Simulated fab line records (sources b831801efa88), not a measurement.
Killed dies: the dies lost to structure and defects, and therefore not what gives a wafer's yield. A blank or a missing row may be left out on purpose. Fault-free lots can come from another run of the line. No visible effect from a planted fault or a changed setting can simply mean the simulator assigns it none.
fab line records	flow sky130
[record] lots = 7	wafers = 18	lastDay = 49
route steps=708 shown METAL4@622 PAD_OPEN@708
lots that met no fault: from a run of the same line without faults
startH: hours from the record's first day to the start of the lot's first wafer shown	waitH: hours elapsed since this lot's preceding step	" the same as in the row above	L1.1+2: one row covering several wafers at once	- either no value or no given start	* or withheld: withheld	< > ~ a bound
route shown NAME@n: a module of which the file shows steps, and the number in the route of the first	usual: mean/standard deviation taken from wafers without a fault	same: alike in all rows	chamber/n: place in a boat	sites: readings site by site	_std_site: how widely they spread, as a standard deviation	_edge_site: the outer-site mean with the inner-site mean subtracted	radiusMm: how far each site lies from the wafer's centre	mask NAME#n: copy n	behind: the most recent tool/chamber to have shaped the wafer	hold: reason for holding the lot/hours on hold/outcome of the hold	device: the n, p or np transistor that did not switch	end of line: tests of these same wafers at the route's end	a step with no rows: only its recipe	killed: dies lost to structure and defects at the first sort, not the wafer's yield	map: the dies of a wafer, with x for killed, . for not killed, _ for no die there
set.NAME: the run value of the setting; set.NAME@STEP: its run value at that earlier step	model.NAME: the simulator's own value behind a step, which no gauge read
a table for each step, a row for each wafer; lots at some steps of the route
services: when a tool's chamber went out of use (startH, in hours from the record's first day, below 0 if earlier), for how many hours, and the reason
[[steps]]
[step SKY_METAL4_HMDS_06]
[recipe] primeTimeS = 60	primeTempC = 120
[step SKY_METAL4_COAT_07]
[recipe] resist = BARC	tempC = withheld	timeS = withheld	spinRpm = 3000	resistThkNm = 60
[step SKY_METAL4_COAT_08]
[recipe] resist = KrF-thick	spinRpm = 3000	resistThkNm = 1140
[step SKY_METAL4_SOFTBAKE_09]
[recipe] tempC = 100	timeS = 90	resist = KrF-thick
[step SKY_METAL4_EXPOSE_10]
[recipe] maskId = MM4	na = 0.68	sourceShape = annular	sigmaInner = 0.4	sigmaOuter = 0.8	targetCdNm = 300	doseMj = 28
[step SKY_METAL4_PEB_11]
[recipe] pebTempC = withheld	pebTimeS = withheld	resist = KrF-thick
[step SKY_METAL4_DEVELOP_12]
[recipe] developTimeS = 60	resist = KrF-thick	devTempC = 21
[step SKY_METAL4_CD_MEAS_13]
[recipe] targetCdNm = 300
[usual] cdNm = 300.0/1.6
lot.wafer	tool	chamber	startH	waitH	cdNm
L444.2	cdSem-02	-	1025.68	-	300.3
L444.3	"	-	"	"	300.7
L444.4	"	-	"	"	299.8
L446.2	cdSem-01	-	1038.98	-	300.3
L446.3	"	-	"	"	301.5
L446.5	"	-	"	"	302.2
L447.1	cdSem-01	-	1048.31	-	298.0
L447.2	"	-	"	"	299.5
L447.3	"	-	"	"	297.9
L448.1	cdSem-01	-	1061.62	-	299.9
L448.2	"	-	"	"	299.1
L450.1	cdSem-02	-	1069.47	-	301.0
L450.4	"	-	"	"	301.1
L452.3	cdSem-02	-	1081.95	-	301.7
L452.4	"	-	"	"	301.6
L456.2	cdSem-01	-	1103.33	-	300.3
L456.4	"	-	"	"	299.9
L456.5	"	-	"	"	301.4
[step SKY_METAL4_OVL_MEAS_14]
[usual] METAL4_OVL = 1/4.9
lot.wafer	tool	chamber	startH	waitH	METAL4_OVL[nm]
L444.2	overlay-02	-	1025.79	0.1	1
L444.3	"	-	"	"	0
L444.4	"	-	"	"	7
L446.2	overlay-01	-	1039.09	0.1	-1
L446.3	"	-	"	"	3
L446.5	"	-	"	"	-2
L447.1	overlay-02	-	1048.43	0.1	-3
L447.2	"	-	"	"	0
L447.3	"	-	"	"	-3
L448.1	overlay-02	-	1061.74	0.1	2
L448.2	"	-	"	"	6
L450.1	overlay-01	-	1069.59	0.1	-2
L450.4	"	-	"	"	1
L452.3	overlay-01	-	1082.04	0.1	-4
L452.4	"	-	"	"	2
L456.2	overlay-01	-	1103.44	0.1	2
L456.4	"	-	"	"	6
L456.5	"	-	"	"	2
[step SKY_METAL4_DESCUM_15]
[recipe] chemistry = O2	sourcePowerW = 150	biasPowerW = 0	pressureMtorr = 10	tempC = 40	timeS = 8
[usual] drypumpMotorCurrentA = 5.58/0.2	heBacksideLeakSccm = 3.28/0.26	oesProductAu = 1.004/0.0076
lot.wafer	tool	chamber	startH	waitH	drypumpMotorCurrentA	heBacksideLeakSccm	oesProductAu	rfHoursCounterH
L444.2	rieMetal-02	1	1025.82	0.0	5.80	3.26	1.004	9
L444.3	"	0	"	"	5.29	3.03	1.007	-
L444.4	"	1	"	"	5.78	3.16	1.011	-
L446.2	rieMetal-03	0	1039.12	0.0	5.64	3.50	1.000	7
L446.3	"	0	"	"	5.63	3.64	0.988	-
L446.5	"	1	"	"	5.59	3.18	0.986	-
L447.1	rieMetal-03	0	1048.46	0.0	5.61	3.29	1.001	8
L447.2	"	1	"	"	5.57	3.08	1.000	9
L447.3	"	1	"	"	5.62	3.14	1.002	-
L448.1	rieMetal-01	0	1061.78	0.0	5.64	3.42	1.006	20
L448.2	"	1	"	"	5.69	3.27	1.003	21
L450.1	rieMetal-02	0	1069.63	0.0	5.29	3.34	0.997	21
L450.4	"	0	"	"	5.29	3.32	1.003	-
L452.3	rieMetal-02	0	1082.08	0.0	5.26	3.15	0.993	-
L452.4	"	1	"	"	5.84	3.02	1.004	-
L456.2	rieMetal-03	0	1103.47	0.0	5.63	3.51	1.005	12
L456.4	"	0	"	"	5.63	3.67	0.992	-
L456.5	"	1	"	"	5.63	3.13	0.994	-
[step SKY_METAL4_ETCH_16]
[recipe] chemistry = N2/H2	target = BARC	ionEnergyEv = 200	biasW = 100	pressureMtorr = 30	n2FlowSccm = 100	h2FlowSccm = 200	icpW = 500	stopOn = SiO2	timeS = 88.2	targetDepthA = 600
[usual] drypumpMotorCurrentA = 5.59/0.2	heBacksideLeakSccm = 3.30/0.22	oesProductAu = 0.626/0.0046	throttleValvePct = 13.205/0.01
lot.wafer	tool	chamber	startH	waitH	drypumpMotorCurrentA	heBacksideLeakSccm	oesProductAu	rfHoursCounterH	throttleValvePct
L444.2	rieMetal-02	1	1025.85	0.0	5.80	3.25	0.627	9	13.201
L444.3	"	0	"	"	5.30	3.33	0.622	-	13.203
L444.4	"	1	"	"	5.80	3.37	0.621	-	13.198
L446.2	rieMetal-03	0	1039.15	0.0	5.65	3.38	0.627	7	13.207
L446.3	"	0	"	"	5.64	3.60	0.620	-	13.196
L446.5	"	1	"	"	5.62	3.08	0.632	-	13.188
L447.1	rieMetal-03	0	1048.49	0.0	5.64	3.33	0.636	8	13.204
L447.2	"	1	"	"	5.63	3.22	0.626	9	13.197
L447.3	"	1	"	"	5.64	3.20	0.624	-	13.216
L448.1	rieMetal-01	0	1061.81	0.0	5.65	3.30	0.620	20	13.220
L448.2	"	1	"	"	5.66	3.26	0.622	21	13.191
L450.1	rieMetal-02	0	1069.66	0.0	5.29	3.31	0.622	21	13.214
L450.4	"	0	"	"	5.30	3.60	0.628	-	13.191
L452.3	rieMetal-02	0	1082.13	0.0	5.30	3.48	0.625	-	13.207
L452.4	"	1	"	"	5.81	3.00	0.623	-	13.210
L456.2	rieMetal-03	0	1103.50	0.0	5.60	3.61	0.627	12	13.194
L456.4	"	0	"	"	5.64	3.62	0.623	-	13.211
L456.5	"	1	"	"	5.62	3.18	0.623	-	13.215
[step SKY_METAL4_ETCH_17]
[recipe] target = SiO2	stopOn = TiN	chemistry = C4F8/O2/Ar	sourceW = 1500	biasW = 1200	pressureMtorr = 40	c4f8FlowSccm = withheld	O2_flow_sccm = 6	Ar_flow_sccm = 300	timeS = 3.9	targetDepthA = 150
[usual] oesProductAu = 0.754/0.0073
lot.wafer	tool	chamber	startH	waitH	oesProductAu	rfHoursCounterH
L444.2	rieDiel-01	2	1025.95	0.1	0.748	22
L444.3	"	3	"	"	0.749	21
L444.4	"	0	"	"	0.757	-
L446.2	rieDiel-01	1	1039.25	0.1	0.745	12
L446.3	"	3	"	"	0.747	21
L446.5	"	1	"	"	0.747	-
L447.1	rieDiel-03	3	1048.59	0.1	0.757	16
L447.2	"	2	"	"	0.750	20
L447.3	"	0	"	"	0.749	5
L448.1	rieDiel-04	0	1061.91	0.1	0.754	7
L448.2	"	2	"	"	0.752	1
L450.1	rieDiel-01	1	1069.76	0.1	0.760	13
L450.4	"	3	"	"	0.744	22
L452.3	rieDiel-04	1	1082.20	0.0	0.747	10
L452.4	"	2	"	"	0.762	2
L456.2	rieDiel-04	3	1103.60	0.1	0.743	15
L456.4	"	0	"	"	0.755	8
L456.5	"	2	"	"	0.756	-
[step SKY_METAL4_METAL_ETCH_18]
[recipe] targetDepthA = 8450	stopOn = SiO2	overEtchFrac = 0.3	timeS = 183.1	chemistry = Cl2/BCl3	resistSidewallDeg = 88	pressureMtorr = 10	icpW = 900	biasW = 48.5	Cl2_flow_sccm = 60	bcl3FlowSccm = 30
[usual] drypumpMotorCurrentA = 5.60/0.16	heBacksideLeakSccm = 3.30/0.18	oesProductAu = 0.864/0.0064	overEtchFrac = 0.3/0	throttleValvePct = 22.265/0.0088
lot.wafer	tool	chamber	startH	waitH	drypumpMotorCurrentA	heBacksideLeakSccm	oesProductAu	overEtchFrac	rfHoursCounterH	throttleValvePct	model.KrF-thick_of_METAL4_COAT_08.thkNm
L444.2	rieMetal-03	1	1025.97	0.0	5.63	3.11	0.871	0.3	7	22.262	535.6
L444.3	"	1	"	"	5.62	3.12	0.877	0.3	-	22.261	531.5
L444.4	"	0	"	"	5.61	3.37	0.870	0.3	-	22.254	529.6
L446.2	rieMetal-02	0	1039.26	0.0	5.29	3.26	0.867	0.3	19	22.263	529.9
L446.3	"	0	"	"	5.28	3.07	0.868	0.3	-	22.260	531.7
L446.5	"	1	"	"	5.81	3.10	0.869	0.3	-	22.263	524.6
L447.1	rieMetal-01	0	1048.61	0.0	5.64	3.45	0.865	0.3	19	22.276	518.5
L447.2	"	0	"	"	5.63	3.26	0.872	0.3	-	22.262	518.6
L447.3	"	0	"	"	5.64	3.38	0.861	0.3	-	22.271	527.4
L448.1	rieMetal-03	0	1061.93	0.0	5.62	3.00	0.834	0.36119	8	22.269	491.5
L448.2	"	1	"	"	5.58	3.13	0.842	0.3	9	22.274	532.3
L450.1	rieMetal-03	1	1069.78	0.0	5.58	3.18	0.839	0.36119	10	22.250	500.9
L450.4	"	1	"	"	5.62	3.16	0.864	0.3	-	22.263	527.6
L452.3	rieMetal-03	0	1082.27	0.1	5.65	3.24	0.838	0.36119	-	22.253	498.3
L452.4	"	1	"	"	5.64	3.24	0.858	0.3	-	22.267	524.5
L456.2	rieMetal-02	0	1103.62	0.0	5.28	3.44	0.860	0.3	25	22.260	532.4
L456.4	"	1	"	"	5.77	3.20	0.855	0.3	-	22.277	527.4
L456.5	"	0	"	"	5.28	3.51	0.851	0.3	-	22.253	539.5
[step SKY_METAL4_STRIP_19]
[recipe] chemistry = O2/N2	powerW = 1400	pressureMtorr = 1500	platenTempC = withheld	o2FlowSccm = 3000	n2FlowSccm = 300	overashFraction = 0.5
[usual] drypumpMotorCurrentA = 5.5/0.5	oesProductAu = 0.502/0.0055	stripTimeToEndpointS = 6.52/0.075
lot.wafer	tool	chamber	startH	waitH	drypumpMotorCurrentA	oesProductAu	rfHoursCounterH	stripTimeToEndpointS
L444.2	plasmaAsher-04	0	1026.15	0.1	5.8	0.514	60	6.61
L444.3	"	0	"	"	5.8	0.506	-	6.59
L444.4	"	1	"	"	6.3	0.503	-	6.55
L446.2	plasmaAsher-04	0	1039.44	0.1	5.8	0.504	62	6.58
L446.3	"	0	"	"	5.9	0.498	-	6.57
L446.5	"	1	"	"	6.3	0.493	-	6.51
L447.1	plasmaAsher-01	0	1048.97	0.3	5.1	0.498	31	6.44
L447.2	"	1	"	"	5.4	0.501	31	6.44
L447.3	"	0	"	"	5.1	0.496	-	6.53
L448.1	plasmaAsher-03	0	1062.10	0.1	5.3	0.480	90	6.17
L448.2	"	1	"	"	4.8	0.508	90	6.58
L450.1	plasmaAsher-04	0	1069.95	0.1	5.8	0.493	65	6.27
L450.4	"	0	"	"	5.9	0.503	-	6.54
L452.3	plasmaAsher-03	1	1082.43	0.1	4.9	0.485	-	6.24
L452.4	"	0	"	"	5.2	0.499	-	6.51
L456.2	plasmaAsher-01	0	1103.80	0.1	5.1	0.504	37	6.57
L456.4	"	1	"	"	5.4	0.495	-	6.53
L456.5	"	1	"	"	5.4	0.517	-	6.67
[step SKY_METAL4_STRIP_20]
[recipe] chemistry = postEtchResidueRemover	timeS = 1200	tempC = 72.5
[step SKY_PAD_OPEN_PROBE_99]
[usual] defectLimitedYield = 82.4/2	killed_at_M0_to_M3 = 44/6.5	killed_at_M4_up = 3.3/1.7	killedAtContacts = 25/5.3	killedAtFrontEnd = 15/5	killedAtOther = 0.2/0.47	killedDies = 87/9.9	killedOnRim = 17/3.8	killedOpen = 47/8	killedShort = 39/6.1	sort_bin_3_pad_short = 0.9/0.43	sort_bin_5_function = 10.4/1.5	sort_bin_6_memory = 6.2/1.2	sortNPass = 405/9.9	sortYieldPct = 82.4/2
[same] grossDies = 492	killedAtBackSide = 0	sort_bin_4_leakage[%] = 0	sort_bin_8_speed[%] = 0
lot.wafer	tool	chamber	startH	waitH	defectLimitedYield[%]	killed_at_M0_to_M3	killed_at_M4_up	killedAtContacts	killedAtFrontEnd	killedAtOther	killedDies	killedOnRim	killedOpen	killedShort	sort_bin_3_pad_short[%]	sort_bin_5_function[%]	sort_bin_6_memory[%]	sortNPass	sortYieldPct[%]
L444.3	prober-02	-	1116.51	0.2	77.0	52	6	37	18	0	113	30	73	40	0.6	13.8	8.5	379	77.0
L444.4	prober-02	-	1116.56	0.2	77.2	57	5	32	18	0	112	27	51	61	1.6	14.0	7.1	380	77.2
L446.2	prober-02	-	1128.45	0.1	82.7	37	5	25	17	1	85	27	37	48	1.8	9.1	6.3	407	82.7
L446.5	prober-02	-	1128.60	0.2	80.3	49	3	21	24	0	97	19	53	44	1.2	12.6	5.9	395	80.3
L447.1	prober-01	-	1135.24	0.1	79.7	50	3	38	9	0	100	12	57	43	1.2	11.8	7.3	392	79.7
L447.2	prober-01	-	1135.29	0.1	82.5	47	2	20	17	0	86	16	46	40	0.8	10.8	5.9	406	82.5
// killed by level:class
L444.3 CONTACT:geometricParticle:open=16 VIA1:geometricParticle:open=12 LI_CONTACT:geometricParticle:open=11 VIA3:geometricParticle:open=9 VIA1:geometricParticle:short=8 METAL1:geometricParticle:short=8 CONTACT:geometricParticle:short=5 VIA2:geometricParticle:open=5
L444.4 CONTACT:geometricParticle:open=10 CONTACT:geometricParticle:short=9 VIA1:geometricParticle:short=9 VIA1:geometricParticle:open=8 VIA3:geometricParticle:short=8 LI_CONTACT:geometricParticle:open=7 VIA2:geometricParticle:open=7 FIELD_ISO:geometricParticle:open=6
L446.2 VIA1:geometricParticle:open=9 LI_CONTACT:geometricParticle:open=8 VIA3:geometricParticle:open=7 CONTACT:geometricParticle:short=6 METAL2:geometricParticle:short=6 POLY_GATE:geometricParticle:short=4 LI_CONTACT:geometricParticle:short=4 CONTACT:geometricParticle:open=4
L446.5 CONTACT:geometricParticle:open=9 VIA3:geometricParticle:open=8 VIA1:geometricParticle:open=8 VIA2:geometricParticle:open=8 FIELD_ISO:geometricParticle:short=7 METAL2:geometricParticle:short=6 VIA1:geometricParticle:short=5 POLY_CUT:geometricParticle:open=4
L447.1 LI_CONTACT:geometricParticle:open=18 CONTACT:geometricParticle:open=10 VIA1:geometricParticle:open=8 METAL2:geometricParticle:short=7 VIA2:geometricParticle:open=7 VIA3:geometricParticle:open=7 METAL1:geometricParticle:short=6 VIA2:geometricParticle:short=5
L447.2 VIA1:geometricParticle:open=10 VIA2:geometricParticle:open=8 POLY_GATE:geometricParticle:open=6 METAL1:geometricParticle:short=6 LI_CONTACT:geometricParticle:open=6 VIA2:geometricParticle:short=6 POLY_GATE:geometricParticle:short=5 VIA1:geometricParticle:short=5
[[services]]
tool	chamber	startH	hours	kind
rieMetal-01	0	1010.40	10.6	repair
rieDiel-03	-	1022.76	0.2	repair
rieDiel-01	1	1025.76	5.8	repair
rieMetal-01	-	1025.95	1.3	repair
rieDiel-03	1	1035.06	9.0	repair
rieMetal-01	1	1046.89	4.7	repair
rieMetal-01	-	1062.84	54.9	repair
plasmaAsher-03	-	1065.66	5.3	pm
rieMetal-01	-	1079.03	13.5	repair
plasmaAsher-04	-	1084.97	2.5	repair
rieDiel-04	2	1087.51	7.2	repair
rieDiel-01	-	1096.40	1.0	repair
plasmaAsher-04	-	1100.74	15.4	pm
[[key]]
[firstSign] step = SKY_METAL4_METAL_ETCH_18	reading = overEtchFrac	direction = up	sigmas = 99+	usual = 0.3	struck = 0.36119
[effect] step = SKY_METAL4_METAL_ETCH_18	reading = oesProductAu	direction = down	sigmas = 4.3	usual = 0.864	struck = 0.837
[effect] step = SKY_METAL4_STRIP_19	reading = stripTimeToEndpointS	direction = down	sigmas = 4	usual = *	struck = *
[modelEffect] step = SKY_METAL4_METAL_ETCH_18	value = KrF-thick_of_METAL4_COAT_08.thkNm	without = 522.9	struck = 496.9
metAt SKY_METAL4_METAL_ETCH_18
struckWafers L448.1,L450.1,L452.3
onsetBetween 1025.97 1061.93
[fault] kind = processParameterDrift	tool = rieMetal-03	chamber = -	onsetH = 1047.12	steps = SKY_METAL4_METAL_ETCH_18	channel = overEtchFrac	offset = 0.061185	shape = step	endH = 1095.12	scope = struckWafersOnly	actsIn = theseRecipesOnly	stated = 0.3
